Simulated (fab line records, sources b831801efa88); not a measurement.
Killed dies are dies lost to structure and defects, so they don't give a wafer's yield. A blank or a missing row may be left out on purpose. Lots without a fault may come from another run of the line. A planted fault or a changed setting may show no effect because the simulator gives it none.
One fault seen from 2 desks | flow gf180mcu | each desk has only its own numbers; what lay behind them comes last

THE TOOL OWNER'S DESK: pvd_sputter-01
The tool's own readings at GF_M3_SPUTTER_03 (material Ti, target thk 10 nm, time 6.7 s): means of the sampled wafers that have a number, for each lot that ran on this tool. A lot is out of limits, marked OUT, if its mean lies more than 4 standard deviations from the usual mean; the brackets give that distance.
Columns: A = chamber_pressure_pa at GF_M3_SPUTTER_03, usual 0.3001 Pa; B = throttle_valve_pct at GF_M3_SPUTTER_03, usual 29.6 %
lot  | first seen here | A      | B
L851 | day 21 21:52    | 0.2998 | 30.4
L863 | day 25 16:50    | 0.3001 | 28.8
This desk's finding: nothing out of limits on any of the 2 lots.

THE METROLOGY DESK
What the gauges read, lot by lot, whatever tool the lot ran on: means of the sampled wafers that have a number. A lot is out of limits, marked OUT, if its mean lies more than 4 standard deviations from the usual mean; the brackets give that distance.
Columns: A = V2_W_RS at GF_V2_RS_MEAS_24, usual 0.329 ohm/sq; B = V2_W_THK at GF_V2_THK_MEAS_25, usual 344 nm
lot  | first seen here | A     | B
L851 | day 21 21:14    | 0.321 | 351
L863 | day 25 16:13    | 0.328 | 342
L866 | day 26 18:50    | 0.332 | 340
L868 | day 27 10:45    | 0.334 | 340
L869 | day 27 19:27    | 0.328 | 347
This desk's finding: nothing out of limits on any of the 5 lots.

PUT TOGETHER
The tool owner's desk saw nothing out of limits.
The metrology desk saw nothing out of limits.

WHAT THE SIMULATOR HAD PUT IN
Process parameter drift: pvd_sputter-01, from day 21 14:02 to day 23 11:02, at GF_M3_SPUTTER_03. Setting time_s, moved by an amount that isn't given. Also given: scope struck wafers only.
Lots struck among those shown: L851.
